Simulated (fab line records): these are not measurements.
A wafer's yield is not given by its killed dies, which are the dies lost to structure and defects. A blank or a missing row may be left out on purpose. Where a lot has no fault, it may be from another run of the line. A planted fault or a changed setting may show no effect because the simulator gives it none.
Comparing a struck lot with a sound one    flow gf180mcu    32 out of 602 route steps
Sound: the wafers L879.1, L879.3, L879.4. Wafers L883.2, L883.5, L883.6 were the ones struck. The cause is named last.
Per side, at each step with rows, come the tool, then ch with its chambers, and then its first start. Under that, the readings that differ: sound wafers    struck wafers    difference of the means    sigmas: that difference in standard deviations of wafers without a fault.
alike: readings with means less than 2 such deviations apart, plus words and numbers identical on both sides. not compared: withheld readings, readings lacking a value on some wafer, bounds such as >300 that could conceal the same value, and numbers that have no deviation in the record and whose values overlap.
A row with sigmas, a row that says differs or no value, or rows on one side alone: a step with any of these is where the two part. Numbers that have no deviation but don't overlap get no sigmas and don't part them. A reading that every wafer of one side lacks parts them only if that side has two wafers or more.

GF_HV_LDD_THK_MEAS_57:
  struck on film_metro-01, day 15 03:41; sound on film_metro-02, day 13 21:00
  alike: HV_LDD_CVD_56_THK
GF_HV_LDD_ETCHBACK_58: etches Si3N4 in CH3F/O2, stops on SiO2, time 100 s, target depth 90 nm.
  sound on rie_diel-01 ch 0,1,2, day 13 21:04; struck on rie_diel-03 ch 0,2,3, day 15 03:44
  alike: drypump_motor_current_A, oes_product_au, throttle_valve_pct
  not compared: rf_hours_counter_h
then, 7 steps without rows for these wafers: GF_NSD_DEHYDRATE_00 (time 60 s); GF_NSD_HMDS_01 (prime time 60 s); GF_NSD_COAT_02 (resist thk 1000 nm); GF_NSD_SOFTBAKE_03 (time 60 s); GF_NSD_EXPOSE_04 (exposes mask Nplus, target cd 400 nm); GF_NSD_PEB_05; GF_NSD_DEVELOP_06 (develop time 60 s).
GF_NSD_CD_MEAS_07: the cd target is 400 nm.
  struck on cd_sem-02, day 16 01:35; sound on cd_sem-02, day 14 17:10
  alike: cd_nm
GF_NSD_OVL_MEAS_08:
  struck on overlay-02, day 16 01:42; sound on overlay-02, day 14 17:17
  alike: NSD_OVL
next, for these wafers, 1 step has no rows: GF_NSD_IMPLANT_09.
GF_NSD_IMPLANT_10:
  sound on implanter-04 ch 0, day 14 17:28; struck on implanter-03 ch 0, day 16 01:54
reading             sound                          struck                       difference  sigmas
dose_ions_cm2       5.012e+14 5.003e+14 5.009e+14  5.893e+14 5.899e+14 5.9e+14  +8.893e+13  +99 or more
faraday_current_uA  2749 2733 2764                 3316 3177 3189               +479        +8
  alike: tilt_deg
GF_NSD_STRIP_11: strips in O2/N2.
  sound on plasma_asher-02 ch 0,1, day 14 17:37; struck on plasma_asher-02 ch 0,1, day 16 02:02
reading                       sound              struck             difference  sigmas
strip_time_to_endpoint_s (s)  22.77 22.76 22.83  22.94 22.96 22.91  +0.15       +3
  alike: drypump_motor_current_A, heater_power_w, n2_flow_sccm, oes_product_au
  not compared: rf_hours_counter_h
GF_NSD_TW_MEAS_12:
  struck on film_metro-03, day 16 02:08; sound on film_metro-04, day 14 17:43
reading  sound           struck          difference  sigmas
NSD_TW   4314 4325 4296  4214 4202 4217  -101        -3
then, 7 steps without rows for these wafers: GF_PSD_DEHYDRATE_00 (time 60 s); GF_PSD_HMDS_01 (prime time 60 s); GF_PSD_COAT_02 (resist thk 1000 nm); GF_PSD_SOFTBAKE_03 (time 60 s); GF_PSD_EXPOSE_04 (exposes mask Pplus, target cd 400 nm); GF_PSD_PEB_05; GF_PSD_DEVELOP_06 (develop time 60 s).
GF_PSD_CD_MEAS_07: the cd target is 400 nm.
  struck on cd_sem-02, day 17 00:28; sound on cd_sem-02, day 15 14:05
  alike: cd_nm
GF_PSD_OVL_MEAS_08:
  struck on overlay-01, day 17 00:34; sound on overlay-01, day 15 14:13
  alike: PSD_OVL
next, for these wafers, 1 step has no rows: GF_PSD_IMPLANT_09.
GF_PSD_STRIP_10: strips in O2/N2.
  sound on plasma_asher-03 ch 0,1, day 15 14:24; struck on plasma_asher-04 ch 0,1, day 17 00:44
  alike: drypump_motor_current_A, heater_power_w, n2_flow_sccm, oes_product_au, strip_time_to_endpoint_s
  not compared: rf_hours_counter_h
GF_PSD_TW_MEAS_11:
  struck on film_metro-02, day 17 00:51; sound on film_metro-04, day 15 14:30
  alike: PSD_TW
then, 1 step without rows for these wafers: GF_PSD_CLEAN_12 (cleans in SC1/SC2, time 150 s).
GF_PSD_RTA_13: time 20 s.
  sound on rtp_anneal-02 ch 0, day 15 14:37; struck on rtp_anneal-02 ch 0, day 17 00:59
  alike: lamp_power_pct, wafer_temp_C_max
GF_PSD_RS_MEAS_14: measures by four-point-probe.
  struck on film_metro-03, day 17 01:21; sound on film_metro-03, day 15 14:41
reading          sound              struck             difference  sigmas
NSD_RS (ohm/sq)  46.49 46.58 46.30  45.40 45.26 45.24  -1.16       -14
  not compared: hold
GF_PSD_RS_MEAS_15: measures by four-point-probe.
  struck on film_metro-03, day 17 03:21; sound on film_metro-03, day 15 14:49
reading  sound  struck                                                                      difference                    sigmas
hold     - - -  await_dispo/1.9h/release await_dispo/1.9h/release await_dispo/1.9h/release  no value on the sound wafers  
  alike: PSD_RS
next, for these wafers, 1 step has no rows: GF_PASSIVATION_PROBE_99.

== WHERE THEY PART ==
First at GF_NSD_IMPLANT_10; last, within this record, at GF_PSD_RS_MEAS_15.

WHY: what the simulator had put in
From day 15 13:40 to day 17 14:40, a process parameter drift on implanter-03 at GF_NSD_IMPLANT_10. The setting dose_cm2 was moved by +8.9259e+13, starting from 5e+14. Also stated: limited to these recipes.
